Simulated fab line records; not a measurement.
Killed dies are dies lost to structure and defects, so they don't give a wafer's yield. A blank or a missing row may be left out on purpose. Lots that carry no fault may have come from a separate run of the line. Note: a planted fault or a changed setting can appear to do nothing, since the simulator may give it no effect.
fab line records	flow sky130
record: lots: 6	wafers: 18	lastDay: 51
route steps=708 shown LDD_N@252 LDD_P@255 LDD_HVN@267 LDD_HVP@278 LDD_LDN@289 PAD_OPEN@708
lots that met no fault: from a run of the same line without faults
startH: hours from the record's first day to the start of the lot's first wafer shown	waitH: time in hours since the lot's previous step	" same as the row above	L1.1+2: several wafers, shown together as one row	- either no value or no given start	* or withheld: withheld	< > ~ a bound
route shown NAME@n: a module of which the file shows steps, and the number in the route of the first	usual: the fault-free wafers' mean and standard deviation	same: alike in all rows	chamber/n: place in a boat	sites: the reading at each site	_std_site: the values' standard deviation	_edge_site: outer sites' mean less inner sites'	radiusMm: how far each site lies from the wafer's centre	mask NAME#n: copy n	behind: the last tool/chamber to shape the wafer	hold: cause of the lot's hold/its duration in hours/its outcome	device: whichever transistor did not switch (one of n, p or np)	end of line: the route-end tests of the same wafers	a step with no rows: only its recipe	killed: the dies lost at the first sort to structure and to defects; this is not the yield of the wafer	map: the dies of a wafer, with x for killed, . for not killed, _ for no die there
set.NAME: setting as actually run; set.NAME@STEP: the setting as run at that earlier step	model.NAME: the simulator's own value behind a step, which no gauge read
certain route steps with their lots: each step a table, each wafer a row
services: when a tool's chamber went out of use (startH, in hours from the record's first day, below 0 if earlier), for how many hours, and the reason
== steps ==
step: SKY_LDD_N_IMPLANT_15
recipe: species: BF2	energyKev: 50	doseCm2: 5e+12	tiltDeg: 30	rotationDeg: 270
step: SKY_LDD_N_STRIP_16
recipe: chemistry: O2/N2	powerW: 1400	pressureMtorr: 1500	platenTempC: withheld	o2FlowSccm: 3000	n2FlowSccm: 300	overashFraction: 0.5
usual: drypumpMotorCurrentA: 5.5/0.37	oesProductAu: 0.407/0.0051	stripTimeToEndpointS: 4.315/0.014
lot.wafer	tool	chamber	startH	waitH	drypumpMotorCurrentA	oesProductAu	rfHoursCounterH	stripTimeToEndpointS
L496.2	plasmaAsher-03	0	436.59	0.1	5.4	0.414	1	4.297
L496.4	"	1	"	"	5.2	0.405	-	4.301
L496.6	"	1	"	"	5.1	0.417	-	4.312
L501.2	plasmaAsher-02	1	466.90	0.1	6.2	0.401	34	4.323
L501.5	"	1	"	"	6.1	0.403	-	4.327
L501.6	"	0	"	"	6.0	0.414	-	4.308
L504.2	plasmaAsher-03	0	492.34	0.1	5.4	0.409	7	4.291
L504.3	"	1	"	"	5.2	0.398	-	4.328
L504.4	"	0	"	"	5.5	0.416	-	4.302
L505.1	plasmaAsher-02	0	510.99	0.1	6.0	0.406	37	4.309
L505.2	"	1	"	"	6.1	0.408	37	4.305
L505.6	"	0	"	"	5.9	0.409	-	4.295
L507.1	plasmaAsher-01	0	524.80	0.1	5.9	0.405	88	4.313
L507.2	"	1	"	"	5.1	0.398	88	4.314
L507.4	"	1	"	"	5.1	0.412	-	4.335
L517.1	plasmaAsher-01	1	604.24	0.1	5.1	0.403	96	4.317
L517.2	"	0	"	"	6.0	0.403	96	4.329
L517.3	"	0	"	"	6.0	0.400	-	4.334
step: SKY_LDD_N_TW_MEAS_17
usual: LDD_N_TW: 2596/16
lot.wafer	tool	chamber	startH	waitH	LDD_N_TW
L496.2	filmMetro-02	-	436.70	0.1	2623
L496.4	"	-	"	"	2622
L496.6	"	-	"	"	2614
L501.2	filmMetro-03	-	467.01	0.1	2608
L501.5	"	-	"	"	2582
L501.6	"	-	"	"	2605
L504.2	filmMetro-03	-	492.45	0.1	2618
L504.3	"	-	"	"	2617
L504.4	"	-	"	"	2602
L505.1	filmMetro-03	-	511.09	0.1	2583
L505.2	"	-	"	"	2582
L505.6	"	-	"	"	2600
L507.1	filmMetro-04	-	524.90	0.1	2587
L507.2	"	-	"	"	2573
L507.4	"	-	"	"	2580
L517.1	filmMetro-04	-	604.34	0.1	2581
L517.2	"	-	"	"	2571
L517.3	"	-	"	"	2575
step: SKY_LDD_P_DEHYDRATE_00
recipe: tempC: 200	timeS: 60
step: SKY_LDD_P_HMDS_01
recipe: primeTimeS: 60	primeTempC: 120
step: SKY_LDD_P_COAT_02
recipe: resist: NOVOLAK	spinRpm: 3000	resistThkNm: 1140
step: SKY_LDD_P_SOFTBAKE_03
recipe: tempC: 90	timeS: 60	resist: NOVOLAK
step: SKY_LDD_P_EXPOSE_04
recipe: maskId: PSDM	na: 0.6	sourceShape: conventional	sigmaOuter: 0.6	polarization: unpolarized	targetCdNm: 380	doseMj: 138
step: SKY_LDD_P_PEB_05
recipe: tempC: withheld	timeS: *	resist: NOVOLAK
step: SKY_LDD_P_DEVELOP_06
recipe: resist: NOVOLAK	developer: TMAH	developTimeS: 60	devTempC: 23
step: SKY_LDD_P_CD_MEAS_07
recipe: targetCdNm: 380
usual: cdNm: 380.8/2.5
lot.wafer	tool	chamber	startH	waitH	cdNm
L496.2	cdSem-01	-	467.78	0.1	380.1
L496.4	"	-	"	"	379.9
L496.6	"	-	"	"	381.6
L501.2	cdSem-02	-	497.21	0.1	382.9
L501.5	"	-	"	"	380.1
L501.6	"	-	"	"	383.5
L504.2	cdSem-01	-	522.49	0.1	382.7
L504.3	"	-	"	"	380.4
L504.4	"	-	"	"	381.4
L505.1	cdSem-01	-	541.94	0.1	379.9
L505.2	"	-	"	"	383.2
L505.6	"	-	"	"	382.2
L507.1	cdSem-01	-	554.96	0.1	376.3
L507.2	"	-	"	"	375.4
L507.4	"	-	"	"	376.0
L517.1	cdSem-01	-	633.61	0.1	381.1
L517.2	"	-	"	"	382.7
L517.3	"	-	"	"	380.9
step: SKY_LDD_P_OVL_MEAS_08
usual: LDD_P_OVL: 1.0/1.3
lot.wafer	tool	chamber	startH	waitH	LDD_P_OVL[nm]
L496.2	overlay-02	-	467.89	0.1	1.1
L496.4	"	-	"	"	-0.1
L496.6	"	-	"	"	1.3
L501.2	overlay-02	-	497.32	0.1	-0.2
L501.5	"	-	"	"	1.0
L501.6	"	-	"	"	1.9
L504.2	overlay-02	-	522.59	0.1	2.4
L504.3	"	-	"	"	1.2
L504.4	"	-	"	"	-0.6
L505.1	overlay-01	-	542.06	0.1	1.6
L505.2	"	-	"	"	1.7
L505.6	"	-	"	"	3.7
L507.1	overlay-02	-	555.08	0.1	1.8
L507.2	"	-	"	"	1.0
L507.4	"	-	"	"	2.0
L517.1	overlay-02	-	633.73	0.1	-1.0
L517.2	"	-	"	"	-1.3
L517.3	"	-	"	"	-0.8
step: SKY_LDD_P_IMPLANT_09
recipe: species: BF2	energyKev: 25	doseCm2: 1e+13	tiltDeg: withheld
usual: beamEnergyKeV: 24.998/0.0075
lot.wafer	tool	chamber	startH	waitH	beamEnergyKeV
L496.2	implanter-01	0	467.94	0.0	24.998
L496.4	"	0	"	"	25.005
L496.6	"	0	"	"	24.999
L501.2	implanter-03	0	497.37	0.0	25.001
L501.5	"	0	"	"	24.995
L501.6	"	0	"	"	24.986
L504.2	implanter-04	0	522.65	0.0	24.997
L504.3	"	0	"	"	25.010
L504.4	"	0	"	"	24.993
L505.1	implanter-04	0	542.10	0.0	25.012
L505.2	"	0	"	"	25.008
L505.6	"	0	"	"	25.018
L507.1	implanter-04	0	555.12	0.0	24.988
L507.2	"	0	"	"	25.002
L507.4	"	0	"	"	25.006
L517.1	implanter-03	0	633.77	0.0	25.004
L517.2	"	0	"	"	25.007
L517.3	"	0	"	"	24.995
step: SKY_LDD_P_STRIP_10
recipe: chemistry: O2/N2	powerW: 1400	pressureMtorr: 1500	platenTempC: withheld	o2FlowSccm: 3000	n2FlowSccm: 300	overashFraction: 0.5
usual: drypumpMotorCurrentA: 5.6/0.38	oesProductAu: 0.715/0.0042	stripTimeToEndpointS: 14.17/0.034
lot.wafer	tool	chamber	startH	waitH	drypumpMotorCurrentA	oesProductAu	rfHoursCounterH	stripTimeToEndpointS
L496.2	plasmaAsher-03	0	468.07	0.1	5.4	0.714	4	14.19
L496.4	"	1	"	"	5.2	0.711	-	14.20
L496.6	"	1	"	"	5.2	0.713	-	14.19
L501.2	plasmaAsher-03	1	497.50	0.1	5.2	0.713	7	14.17
L501.5	"	0	"	"	5.5	0.717	-	14.18
L501.6	"	1	"	"	5.2	0.715	-	14.16
L504.2	plasmaAsher-03	0	522.77	0.1	5.4	0.725	10	14.17
L504.3	"	0	"	"	5.4	0.715	-	14.18
L504.4	"	1	"	"	5.2	0.713	-	14.15
L505.1	plasmaAsher-03	0	542.25	0.1	5.4	0.708	13	14.18
L505.2	"	1	"	"	5.2	0.721	13	14.13
L505.6	"	1	"	"	5.2	0.715	-	14.16
L507.1	plasmaAsher-03	0	555.27	0.1	5.4	0.706	14	14.20
L507.2	"	1	"	"	5.2	0.708	14	14.21
L507.4	"	1	"	"	5.2	0.720	-	14.20
L517.1	plasmaAsher-03	0	633.92	0.1	5.4	0.713	24	14.23
L517.2	"	1	"	"	5.2	0.716	24	14.23
L517.3	"	0	"	"	5.4	0.713	-	14.19
step: SKY_LDD_P_TW_MEAS_11
usual: LDD_P_TW: 638/4
lot.wafer	tool	chamber	startH	waitH	LDD_P_TW
L496.2	filmMetro-04	-	468.18	0.1	637
L496.4	"	-	"	"	633
L496.6	"	-	"	"	638
L501.2	filmMetro-02	-	497.61	0.1	643
L501.5	"	-	"	"	642
L501.6	"	-	"	"	640
L504.2	filmMetro-04	-	522.88	0.1	634
L504.3	"	-	"	"	630
L504.4	"	-	"	"	634
L505.1	filmMetro-01	-	542.35	0.1	639
L505.2	"	-	"	"	640
L505.6	"	-	"	"	635
L507.1	filmMetro-02	-	555.37	0.1	644
L507.2	"	-	"	"	643
L507.4	"	-	"	"	638
L517.1	filmMetro-04	-	634.02	0.1	631
L517.2	"	-	"	"	634
L517.3	"	-	"	"	634
step: SKY_LDD_HVN_DEHYDRATE_00
recipe: tempC: 200	timeS: 60
step: SKY_LDD_HVN_HMDS_01
recipe: primeTimeS: 60	primeTempC: 120
step: SKY_LDD_HVN_COAT_02
recipe: resist: NOVOLAK	spinRpm: 3000	resistThkNm: 300
step: SKY_LDD_HVN_SOFTBAKE_03
recipe: tempC: 90	timeS: 60	resist: NOVOLAK
step: SKY_LDD_HVN_EXPOSE_04
recipe: maskId: HVNTM	na: 0.6	sourceShape: conventional	sigmaOuter: 0.6	polarization: unpolarized	targetCdNm: 700	doseMj: 127
step: SKY_LDD_HVN_PEB_05
recipe: tempC: withheld	timeS: *	resist: NOVOLAK
step: SKY_LDD_HVN_DEVELOP_06
recipe: resist: NOVOLAK	developer: TMAH	developTimeS: 60	devTempC: 23
step: SKY_LDD_HVN_OVL_MEAS_07
usual: LDD_HVN_OVL: 0.3/1.1
lot.wafer	tool	chamber	startH	waitH	LDD_HVN_OVL[nm]
L496.2	overlay-02	-	499.06	0.1	-0.6
L496.4	"	-	"	"	0.1
L496.6	"	-	"	"	-0.3
L501.2	overlay-02	-	527.76	0.1	0.9
L501.5	"	-	"	"	0.0
L501.6	"	-	"	"	-1.8
L504.2	overlay-01	-	553.05	0.1	2.2
L504.3	"	-	"	"	2.8
L504.4	"	-	"	"	1.4
L505.1	overlay-01	-	572.59	0.1	1.3
L505.2	"	-	"	"	1.0
L505.6	"	-	"	"	0.1
L507.1	overlay-01	-	584.99	0.1	-0.8
L507.2	"	-	"	"	0.2
L507.4	"	-	"	"	-0.2
L517.1	overlay-02	-	662.54	0.1	0.2
L517.2	"	-	"	"	0.6
L517.3	"	-	"	"	1.0
step: SKY_LDD_HVN_IMPLANT_08
recipe: species: P	energyKev: 60	doseCm2: 3e+13	tiltDeg: 40
step: SKY_LDD_HVN_STRIP_09
recipe: chemistry: O2/N2	powerW: 1400	pressureMtorr: 1500	platenTempC: withheld	o2FlowSccm: 3000	n2FlowSccm: 300	overashFraction: 0.5
usual: drypumpMotorCurrentA: 5.8/0.41	oesProductAu: 0.408/0.0047	stripTimeToEndpointS: 4.136/0.017
lot.wafer	tool	chamber	startH	waitH	drypumpMotorCurrentA	oesProductAu	rfHoursCounterH	stripTimeToEndpointS
L496.2	plasmaAsher-01	1	499.24	0.1	5.2	0.415	84	4.112
L496.4	"	1	"	"	5.1	0.394	-	4.116
L496.6	"	0	"	"	6.0	0.403	-	4.111
L501.2	plasmaAsher-01	0	527.94	0.1	6.0	0.415	88	4.139
L501.5	"	1	"	"	5.1	0.404	-	4.120
L501.6	"	0	"	"	6.0	0.409	-	4.105
L504.2	plasmaAsher-01	0	553.23	0.1	6.0	0.410	91	4.169
L504.3	"	0	"	"	6.0	0.406	-	4.143
L504.4	"	1	"	"	5.1	0.410	-	4.166
L505.1	plasmaAsher-01	1	572.78	0.1	5.1	0.408	94	4.126
L505.2	"	0	"	"	6.0	0.414	94	4.129
L505.6	"	0	"	"	6.0	0.400	-	4.110
L507.1	plasmaAsher-04	0	585.18	0.1	5.2	0.411	68	4.135
L507.2	"	1	"	"	6.1	0.407	68	4.134
L507.4	"	0	"	"	5.3	0.411	-	4.149
L517.1	plasmaAsher-01	0	662.80	0.1	6.0	0.411	102	4.132
L517.2	"	1	"	"	5.1	0.406	102	4.144
L517.3	"	0	"	"	6.0	0.408	-	4.133
step: SKY_LDD_HVN_TW_MEAS_10
usual: LDD_HVN_TW: 1447/5.6
lot.wafer	tool	chamber	startH	waitH	LDD_HVN_TW
L496.2	filmMetro-02	-	499.35	0.1	1452
L496.4	"	-	"	"	1446
L496.6	"	-	"	"	1453
L501.2	filmMetro-02	-	528.05	0.1	1447
L501.5	"	-	"	"	1448
L501.6	"	-	"	"	1447
L504.2	filmMetro-01	-	553.34	0.1	1444
L504.3	"	-	"	"	1445
L504.4	"	-	"	"	1446
L505.1	filmMetro-03	-	572.88	0.1	1441
L505.2	"	-	"	"	1452
L505.6	"	-	"	"	1444
L507.1	filmMetro-03	-	585.28	0.1	1453
L507.2	"	-	"	"	1450
L507.4	"	-	"	"	1451
L517.1	filmMetro-02	-	662.90	0.1	1449
L517.2	"	-	"	"	1443
L517.3	"	-	"	"	1449
step: SKY_LDD_HVP_DEHYDRATE_00
recipe: tempC: 200	timeS: 60
step: SKY_LDD_HVP_HMDS_01
recipe: primeTimeS: 60	primeTempC: 120
step: SKY_LDD_HVP_COAT_02
recipe: resist: NOVOLAK	spinRpm: 3000	resistThkNm: 300
step: SKY_LDD_HVP_SOFTBAKE_03
recipe: tempC: 90	timeS: 60	resist: NOVOLAK
step: SKY_LDD_HVP_EXPOSE_04
recipe: maskId: HVPTM	na: 0.6	sourceShape: conventional	sigmaOuter: 0.6	polarization: unpolarized	targetCdNm: 700	doseMj: 86
step: SKY_LDD_HVP_PEB_05
recipe: tempC: withheld	timeS: *	resist: NOVOLAK
step: SKY_LDD_HVP_DEVELOP_06
recipe: resist: NOVOLAK	developer: TMAH	developTimeS: 60	devTempC: 23
step: SKY_LDD_HVP_OVL_MEAS_07
usual: LDD_HVP_OVL: 0.7/1.3
lot.wafer	tool	chamber	startH	waitH	LDD_HVP_OVL[nm]
L496.2	overlay-01	-	530.16	0.1	0.9
L496.4	"	-	"	"	-0.6
L496.6	"	-	"	"	1.1
L501.2	overlay-01	-	558.90	0.1	0.4
L501.5	"	-	"	"	1.7
L501.6	"	-	"	"	3.1
L504.2	overlay-02	-	583.67	0.1	0.0
L504.3	"	-	"	"	-0.3
L504.4	"	-	"	"	0.9
L505.1	overlay-01	-	602.69	0.1	1.2
L505.2	"	-	"	"	2.3
L505.6	"	-	"	"	1.4
L507.1	overlay-01	-	615.37	0.1	4.2
L507.2	"	-	"	"	4.4
L507.4	"	-	"	"	1.8
L517.1	overlay-02	-	691.75	0.1	-0.9
L517.2	"	-	"	"	1.3
L517.3	"	-	"	"	1.3
step: SKY_LDD_HVP_IMPLANT_08
recipe: species: B	energyKev: 20	doseCm2: 1.7e+13	tiltDeg: 17.9
step: SKY_LDD_HVP_STRIP_09
recipe: chemistry: O2/N2	powerW: 1400	pressureMtorr: 1500	platenTempC: withheld	o2FlowSccm: 3000	n2FlowSccm: 300	overashFraction: 0.5
usual: drypumpMotorCurrentA: 5.5/0.38	oesProductAu: 0.408/0.0047	stripTimeToEndpointS: 4.133/0.013
lot.wafer	tool	chamber	startH	waitH	drypumpMotorCurrentA	oesProductAu	rfHoursCounterH	stripTimeToEndpointS
L496.2	plasmaAsher-03	0	530.34	0.1	5.5	0.400	11	4.138
L496.4	"	0	"	"	5.5	0.410	-	4.140
L496.6	"	0	"	"	5.4	0.410	-	4.140
L501.2	plasmaAsher-03	0	559.08	0.1	5.4	0.412	15	4.134
L501.5	"	1	"	"	5.2	0.415	-	4.094
L501.6	"	0	"	"	5.4	0.404	-	4.129
L504.2	plasmaAsher-03	0	583.85	0.1	5.4	0.407	18	4.127
L504.3	"	0	"	"	5.4	0.400	-	4.132
L504.4	"	1	"	"	5.2	0.406	-	4.112
L505.1	plasmaAsher-04	1	602.88	0.1	6.1	0.409	70	4.127
L505.2	"	0	"	"	5.3	0.411	70	4.145
L505.6	"	1	"	"	6.1	0.409	-	4.158
L507.1	plasmaAsher-04	0	615.55	0.1	5.3	0.406	70	4.129
L507.2	"	1	"	"	6.1	0.414	70	4.123
L507.4	"	1	"	"	6.1	0.406	-	4.151
L517.1	plasmaAsher-04	0	691.94	0.1	5.2	0.411	78	4.124
L517.2	"	1	"	"	6.1	0.408	78	4.106
L517.3	"	0	"	"	5.3	0.416	-	4.122
step: SKY_LDD_HVP_TW_MEAS_10
usual: LDD_HVP_TW: 457.3/2.7
lot.wafer	tool	chamber	startH	waitH	LDD_HVP_TW
L496.2	filmMetro-04	-	530.45	0.1	457.2
L496.4	"	-	"	"	454.8
L496.6	"	-	"	"	457.3
L501.2	filmMetro-01	-	559.19	0.1	457.1
L501.5	"	-	"	"	462.5
L501.6	"	-	"	"	461.4
L504.2	filmMetro-03	-	583.96	0.1	461.2
L504.3	"	-	"	"	461.7
L504.4	"	-	"	"	462.8
L505.1	filmMetro-04	-	602.98	0.1	457.9
L505.2	"	-	"	"	455.9
L505.6	"	-	"	"	456.4
L507.1	filmMetro-01	-	615.65	0.1	460.5
L507.2	"	-	"	"	460.6
L507.4	"	-	"	"	458.4
L517.1	filmMetro-03	-	692.04	0.1	462.1
L517.2	"	-	"	"	458.4
L517.3	"	-	"	"	460.2
step: SKY_LDD_LDN_DEHYDRATE_00
recipe: tempC: 200	timeS: 60
step: SKY_LDD_LDN_HMDS_01
recipe: primeTimeS: 60	primeTempC: 120
step: SKY_LDD_LDN_COAT_02
recipe: resist: NOVOLAK	spinRpm: 3000	resistThkNm: 1140
step: SKY_LDD_LDN_SOFTBAKE_03
recipe: tempC: 90	timeS: 60	resist: NOVOLAK
step: SKY_LDD_LDN_EXPOSE_04
recipe: maskId: LDNTM	na: 0.6	sourceShape: conventional	sigmaOuter: 0.6	polarization: unpolarized	targetCdNm: 700	doseMj: 140
step: SKY_PAD_OPEN_PROBE_99
usual: killed_at_M0_to_M3: 43/6.9	killed_at_M4_up: 3.2/1.6	killedAtContacts: 25/5.1	killedAtFrontEnd: 16/4.5	killedAtOther: 0.3/0.68	killedDies: 87/8.9	killedOpen: 48/6.9	killedShort: 39/6.3
same: grossDies: 492	killedAtBackSide: 0
lot.wafer	tool	chamber	startH	waitH	killed_at_M0_to_M3	killed_at_M4_up	killedAtContacts	killedAtFrontEnd	killedAtOther	killedDies	killedOpen	killedShort	model.etest.tipP.rsOhmSqRange
L496.2	prober-02	-	1114.63	0.1	31	6	34	21	0	92	51	41	207.8
L496.4	prober-02	-	1114.73	0.2	44	2	18	17	0	81	45	36	142.1
L496.6	prober-02	-	1114.83	0.2	55	4	17	23	1	100	50	50	217.1
L501.2	prober-02	-	1131.62	0.1	39	1	24	19	0	83	43	40	188.6
L501.5	prober-02	-	1131.77	0.2	48	4	23	11	0	86	43	43	182
L501.6	prober-02	-	1131.82	0.2	47	5	31	21	0	104	59	45	171.8
L504.2	prober-01	-	1148.69	0.1	49	1	25	18	0	93	51	42	216.7
L504.3	prober-01	-	1148.74	0.2	47	4	29	10	1	91	50	40	174.4
L504.4	prober-01	-	1148.79	0.2	44	5	29	19	0	97	64	33	143.8
L505.1	prober-02	-	1159.14	0.1	40	1	18	17	0	76	53	23	149.1
L505.2	prober-02	-	1159.19	0.1	43	4	23	13	0	83	45	38	146.2
L505.6	prober-02	-	1159.39	0.2	44	1	33	13	0	91	52	37	1287
L507.1	prober-02	-	1170.49	0.1	26	4	33	15	1	79	44	34	124.6
L507.2	prober-02	-	1170.54	0.1	48	4	16	14	1	83	43	39	118.3
L507.4	prober-02	-	1170.64	0.2	40	0	19	26	0	85	45	40	1094
L517.1	prober-02	-	1213.03	0.1	45	6	19	17	1	88	53	35	198.7
L517.2	prober-02	-	1213.08	0.1	48	1	29	17	0	95	44	51	125.3
L517.3	prober-02	-	1213.13	0.2	31	1	19	14	0	65	34	31	171
killed by level:class
L496.2 LI_CONTACT:geometricParticle:open=10 CONTACT:geometricParticle:open=10 VIA1:geometricParticle:open=7 FIELD_ISO:geometricParticle:open=6 CONTACT:geometricParticle:short=6 VIA3:geometricParticle:open=6 METAL4:geometricParticle:short=6 POLY_GATE:geometricParticle:open=5
L496.4 VIA1:geometricParticle:open=13 FIELD_ISO:geometricParticle:short=7 CONTACT:geometricParticle:open=7 VIA1:geometricParticle:short=7 VIA3:geometricParticle:open=5 FIELD_ISO:geometricParticle:open=4 METAL1:geometricParticle:short=4 VIA3:geometricParticle:short=4
L496.6 VIA1:geometricParticle:open=12 FIELD_ISO:geometricParticle:open=7 VIA1:geometricParticle:short=7 METAL2:geometricParticle:short=7 LOCAL_INTERCONNECT:geometricParticle:short=6 METAL1:geometricParticle:open=5 METAL1:geometricParticle:short=5 POLY_GATE:geometricParticle:open=4
L501.2 CONTACT:geometricParticle:open=9 VIA1:geometricParticle:open=9 POLY_GATE:geometricParticle:short=8 METAL2:geometricParticle:short=8 VIA2:geometricParticle:open=7 VIA3:geometricParticle:open=7 CONTACT:geometricParticle:short=6 FIELD_ISO:geometricParticle:short=4
L501.5 VIA1:geometricParticle:open=13 METAL2:geometricParticle:short=9 CONTACT:geometricParticle:open=8 VIA1:geometricParticle:short=6 LI_CONTACT:geometricParticle:open=5 VIA2:geometricParticle:open=5 CONTACT:geometricParticle:short=4 VIA3:geometricParticle:open=4
L501.6 CONTACT:geometricParticle:open=13 VIA1:geometricParticle:open=12 VIA3:geometricParticle:open=8 VIA2:geometricParticle:open=7 LI_CONTACT:geometricParticle:open=7 POLY_GATE:geometricParticle:open=6 CONTACT:geometricParticle:short=6 VIA1:geometricParticle:short=6
L504.2 VIA1:geometricParticle:open=15 LOCAL_INTERCONNECT:geometricParticle:short=8 VIA2:geometricParticle:open=7 POLY_GATE:geometricParticle:open=6 LI_CONTACT:geometricParticle:open=6 VIA2:geometricParticle:short=6 VIA3:geometricParticle:open=6 CONTACT:geometricParticle:short=5
L504.3 VIA1:geometricParticle:open=10 CONTACT:geometricParticle:open=9 LI_CONTACT:geometricParticle:open=7 LI_CONTACT:geometricParticle:short=6 VIA2:geometricParticle:open=6 LOCAL_INTERCONNECT:geometricParticle:short=5 VIA3:geometricParticle:open=5 METAL1:geometricParticle:open=5
L504.4 VIA1:geometricParticle:open=12 CONTACT:geometricParticle:open=11 VIA3:geometricParticle:open=9 LI_CONTACT:geometricParticle:open=6 POLY_GATE:geometricParticle:open=5 POLY_GATE:geometricParticle:short=5 VIA2:geometricParticle:open=5 CONTACT:geometricParticle:short=5
L505.1 CONTACT:geometricParticle:open=11 VIA1:geometricParticle:open=9 VIA2:geometricParticle:open=9 VIA1:geometricParticle:short=6 FIELD_ISO:geometricParticle:open=5 METAL2:geometricParticle:short=5 FIELD_ISO:geometricParticle:short=4 LI_CONTACT:geometricParticle:open=4
L505.2 VIA1:geometricParticle:open=13 CONTACT:geometricParticle:open=8 LI_CONTACT:geometricParticle:open=6 LOCAL_INTERCONNECT:geometricParticle:short=5 VIA2:geometricParticle:open=5 VIA3:geometricParticle:short=4 VIA1:geometricParticle:short=4 METAL2:geometricParticle:short=4
L505.6 LI_CONTACT:geometricParticle:open=11 CONTACT:geometricParticle:open=9 VIA1:geometricParticle:open=8 CONTACT:geometricParticle:short=7 VIA1:geometricParticle:short=7 METAL1:geometricParticle:short=5 VIA2:geometricParticle:open=5 METAL2:geometricParticle:open=4
L507.1 CONTACT:geometricParticle:open=10 CONTACT:geometricParticle:short=9 LI_CONTACT:geometricParticle:open=7 VIA2:geometricParticle:open=7 VIA1:geometricParticle:open=5 FIELD_ISO:geometricParticle:short=4 LOCAL_INTERCONNECT:geometricParticle:short=4 METAL1:geometricParticle:short=4
L507.2 VIA1:geometricParticle:open=12 METAL1:geometricParticle:short=9 CONTACT:geometricParticle:open=8 METAL2:geometricParticle:short=8 FIELD_ISO:geometricParticle:open=5 POLY_GATE:geometricParticle:open=5 VIA3:geometricParticle:short=5 CONTACT:geometricParticle:short=3
L507.4 FIELD_ISO:geometricParticle:short=14 CONTACT:geometricParticle:open=11 VIA1:geometricParticle:open=10 FIELD_ISO:geometricParticle:open=9 METAL1:geometricParticle:short=6 VIA3:geometricParticle:open=5 LI_CONTACT:geometricParticle:open=4 VIA1:geometricParticle:short=4
L517.1 CONTACT:geometricParticle:open=11 VIA3:geometricParticle:open=10 VIA1:geometricParticle:open=9 FIELD_ISO:geometricParticle:open=5 METAL2:geometricParticle:short=5 FIELD_ISO:geometricParticle:short=4 LI_CONTACT:geometricParticle:open=4 VIA3:geometricParticle:short=4
L517.2 VIA1:geometricParticle:short=11 CONTACT:geometricParticle:open=10 VIA1:geometricParticle:open=8 LI_CONTACT:geometricParticle:open=7 METAL1:geometricParticle:short=7 LOCAL_INTERCONNECT:geometricParticle:short=6 FIELD_ISO:geometricParticle:short=5 POLY_GATE:geometricParticle:short=5
L517.3 LOCAL_INTERCONNECT:geometricParticle:short=6 VIA2:geometricParticle:open=6 FIELD_ISO:geometricParticle:open=5 LI_CONTACT:geometricParticle:open=5 VIA3:geometricParticle:open=5 CONTACT:geometricParticle:open=5 METAL2:geometricParticle:short=5 SONOS_ONO:geometricParticle:short=3
== services ==
tool	chamber	startH	hours	kind
implanter-01	-	415.69	5.0	pm
plasmaAsher-03	-	421.25	9.0	pm
plasmaAsher-03	0	421.25	9.0	ventCycle
plasmaAsher-03	1	421.25	9.0	ventCycle
plasmaAsher-04	-	432.84	2.8	repair
implanter-04	-	434.50	3.3	repair
plasmaAsher-02	-	472.30	14.6	pm
plasmaAsher-02	-	500.24	4.7	repair
implanter-03	-	507.71	5.9	repair
plasmaAsher-04	-	512.20	68.9	repair
implanter-03	-	521.69	1.2	repair
implanter-04	-	544.30	3.9	repair
implanter-03	-	547.97	2.3	repair
implanter-01	-	555.80	2.1	repair
plasmaAsher-04	-	574.59	8.9	repair
plasmaAsher-01	-	595.06	5.6	repair
plasmaAsher-04	-	605.76	4.4	repair
implanter-01	-	630.70	2.0	repair
implanter-04	-	634.69	1.5	repair
plasmaAsher-01	-	640.30	2.8	pm
implanter-04	-	646.32	3.9	repair
plasmaAsher-01	-	653.89	1.8	repair
implanter-04	-	654.86	1.9	repair
implanter-01	-	657.92	5.2	repair
== key ==
firstSign none at tools or gauges
modelEffect: step: SKY_PAD_OPEN_PROBE_99	value: etest.tipP.rsOhmSqRange	without: 239.3	struck: 1190
metAt SKY_LDD_P_IMPLANT_09
struckWafers L505.6,L507.4
testerLeftOut L505,L507
onsetBetween 522.65 542.10
fault: kind: processParameterDrift	tool: implanter-04	chamber: -	onsetH: 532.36	steps: SKY_LDD_P_IMPLANT_09	channel: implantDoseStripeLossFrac	offset: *	shape: step	endH: 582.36	scope: struckWafersOnly
testerLeftOut: of these lots the tester's yield and bins aren't shown, on N5 and GAA mostly nor the transistor test; their killed dies are dies lost to structure and defects alone, not to doping, threshold or leakage, so they don't give the yield
